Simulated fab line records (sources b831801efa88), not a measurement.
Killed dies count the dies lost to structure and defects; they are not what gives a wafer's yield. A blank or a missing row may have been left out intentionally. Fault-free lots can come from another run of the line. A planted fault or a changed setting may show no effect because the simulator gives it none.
Struck lot and sound lot, side by side / flow sky130 / 15 steps out of a route of 708
Sound: these wafers, L688.4, L688.5, L688.6. Wafers struck: L684.1, L684.2, L684.3. Last of all comes the cause.
Each step with rows lists, per side, the tool, then ch with its chambers, then its first start. Under that, the readings that differ: sound wafers / struck wafers / difference of the means / sigmas: that difference in standard deviations of wafers without a fault.
alike: a reading whose means differ by less than 2 such deviations, as well as words and numbers matching on both sides. not compared: withheld readings; readings where some wafer has no value; bounds like >300 that might hide an equal value; numbers whose values overlap and for which the record gives no deviation.
The two part at a step that has a row with sigmas, a row that says differs or no value, or rows on one side only. Non-overlapping numbers with no deviation appear without sigmas and do not part them. A reading that every wafer of one side lacks parts them only if that side has two wafers or more.

first, 7 steps without rows for these wafers: SKY_SONOS_ONO_DEHYDRATE_06 (time 60 s); SKY_SONOS_ONO_HMDS_07 (prime time 60 s); SKY_SONOS_ONO_COAT_08 (resist thk 1140 nm); SKY_SONOS_ONO_SOFTBAKE_09 (time 60 s); SKY_SONOS_ONO_EXPOSE_10 (exposes mask ONOM, target cd 410 nm); SKY_SONOS_ONO_PEB_11; SKY_SONOS_ONO_DEVELOP_12 (develop time 60 s).
SKY_SONOS_ONO_CD_MEAS_13: target cd 410 nm.
  sound on cd-sem-01 at day 17 04:09; struck on cd-sem-01 at day 15 22:41
  alike: cd-nm
SKY_SONOS_ONO_OVL_MEAS_14:
  sound on overlay-01 at day 17 04:14; struck on overlay-02 at day 15 22:49
  alike: SONOS_ONO_OVL
SKY_SONOS_ONO_ETCH_15: etches the open film in CHF3/O2, target depth 19.52 nm, time 7.8 s.
  sound on rie-diel-02 ch 1,2,3, day 17 04:14; struck on rie-diel-02 ch 0,1,3, day 15 22:51
  alike: O2_flow_sccm, bias-w, drypump-motor-current-A, oes-product-au, throttle-valve-pct
  not compared: rf-hours-counter-h
then, 1 step without rows for these wafers: SKY_SONOS_ONO_WET_ETCH_16 (etches SiO2 in dHF, target depth 14 nm, time 280 s).
SKY_SONOS_ONO_STRIP_17: strips in O2/N2.
  sound on plasma-asher-02 ch 0,1, day 17 04:23; struck on plasma-asher-04 ch 0,1, day 15 22:57
  alike: drypump-motor-current-A, oes-product-au, strip-time-to-endpoint-s
  not compared: rf-hours-counter-h
SKY_SONOS_ONO_WET_ETCH_18: etches Si3N4 in H3PO4, target depth 15 nm, time 172 s.
  sound on wet-bench-01 ch 3, day 17 04:27; struck on wet-bench-01 ch 3, day 15 23:03
  no value came back on the struck wafers for bath-guard-temp-C (C), bath-heat-duty-pct (%); on the sound wafers bath-guard-temp-C (C) reads 159.2 159.8 159.7
then, 1 step without rows for these wafers: SKY_GATE_OXIDE_CLEAN_00 (cleans in SC1/SC2, time 150 s).
-- here the record skips 32 days between the struck wafers' starts before and after, leaving off in module GATE_OXIDE and picking up in module PAD_OPEN (first step shown: number 708 of the route) --
SKY_PAD_OPEN_PROBE_99:
  sound on prober-01 at day 48 21:04; struck on prober-01 at day 48 04:35
  alike: killed_at_M0_to_M3, killed_at_M4_up, killed-at-contacts, killed-at-front-end, killed-at-other, killed-dies, killed-on-rim, killed-open, killed-short

WHERE THEY PART
SKY_SONOS_ONO_WET_ETCH_18 only, going by this record. Later steps at which nothing parts them and some readings are alike: SKY_PAD_OPEN_PROBE_99.

WHY: whatever the simulator had introduced
Whole step skipped at SKY_SONOS_ONO_WET_ETCH_18 on wet-bench-01, starting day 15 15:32. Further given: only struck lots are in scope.
